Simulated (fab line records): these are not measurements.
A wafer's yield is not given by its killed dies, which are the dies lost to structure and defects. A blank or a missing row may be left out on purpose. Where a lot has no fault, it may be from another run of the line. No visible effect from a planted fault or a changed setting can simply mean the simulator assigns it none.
The same fault as seen by 2 desks / flow gf180mcu / every desk sees just its own numbers, and what lay behind them comes last

FOR THE TOOL OWNER'S DESK: implanter-03
GF_LVPWELL_IMPLANT_08, tool's own readings: per-lot mean of the sampled wafers with a number, covering each lot this tool ran. Any lot whose mean is over 4 standard deviations away from the usual mean is out of limits and marked OUT; that distance is given in the brackets.
Columns: A = doseIonsCm2 at GF_LVPWELL_IMPLANT_08, usual 1.5001e+13; B = faradayCurrentUA at GF_LVPWELL_IMPLANT_08, usual 84.8
lot=L175; first seen here=day 5 05:39; A=1.5007e+13; B=84.6
lot=L176; first seen here=day 5 11:21; A=1.5006e+13; B=84.7
lot=L180; first seen here=day 6 10:05; A=1.3474e+13 (-99 or more) OUT; B=74.7 (-5.9) OUT
lot=L182; first seen here=day 6 18:00; A=1.3465e+13 (-99 or more) OUT; B=76.2 (-5.1) OUT
lot=L191; first seen here=day 9 00:27; A=1.4996e+13; B=86.1
This desk finds L180, L182 out of limits, L180 being first, at day 6 10:05 (doseIonsCm2 at GF_LVPWELL_IMPLANT_08). In limits: L175, L176, L191.

AT THE METROLOGY DESK
Lot by lot, what the gauges showed, no matter which tool ran the lot: averages of those sampled wafers that carry a number. Any lot whose mean is over 4 standard deviations away from the usual mean is out of limits and marked OUT; that distance is given in the brackets.
Columns: A = MVSD_TW at GF_MVSD_TW_MEAS_11, usual 1575; B = LVPWELL_RS at GF_VT_IMPLANT_RS_MEAS_48, usual 1196.6 ohm/sq; C = HV_LDD_TW at GF_HV_LDD_TW_MEAS_11, usual 2422
lot=L169; first seen here=day 4 15:11; A=1581; B=1195.5; C=2423
lot=L170; first seen here=day 4 19:31; A=1576; B=1194.9; C=2420
lot=L171; first seen here=day 5 00:18; A=1563; B=1195.6; C=2406
lot=L174; first seen here=day 5 14:36; A=1569; B=1200.4; C=2423
lot=L175; first seen here=day 5 20:11; A=1595; B=1196.5; C=2390
lot=L176; first seen here=day 6 02:32; A=1563; B=1195.5; C=2443
lot=L180; first seen here=day 7 00:57; A=1559; B=1260.6 (+22) OUT; C=2436
lot=L181; first seen here=day 7 06:19; A=1571; B=1196.7; C=2433
lot=L182; first seen here=day 7 10:03; A=1558; B=1264.0 (+23) OUT; C=2436
lot=L187; first seen here=day 8 22:51; A=1557; B=1198.2; C=2387
lot=L188; first seen here=day 9 11:04; A=1600; B=1196.6; C=2420
lot=L190; first seen here=day 9 13:51; A=1555; B=1194.5; C=2393
lot=L191; first seen here=day 9 18:53; A=1597; B=1199.7; C=2446
Finding of this desk: L180, L182 out of limits, first seen on L180 at day 10 13:01 (LVPWELL_RS at GF_VT_IMPLANT_RS_MEAS_48). In limits: L169, L170, L171, L174, L175, L176, L181, L187, L188, L190, L191.

ALL TOGETHER
At day 6 10:05, on L180, L182, the tool owner's desk was in a position to raise an alarm.
At day 10 13:01 the metrology desk could have sounded an alarm, on L180, L182.
Every lot named ran GF_LVPWELL_IMPLANT_08 on implanter-03.

WHAT WAS PUT IN BY THE SIMULATOR
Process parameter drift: implanter-03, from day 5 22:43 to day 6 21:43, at GF_LVPWELL_IMPLANT_08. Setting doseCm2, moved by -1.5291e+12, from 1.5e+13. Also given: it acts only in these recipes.
Lots struck among those shown: L180, L182.
Fault start to first reading out of limits, in hours, per desk: tool owner, 11; metrology, 110.
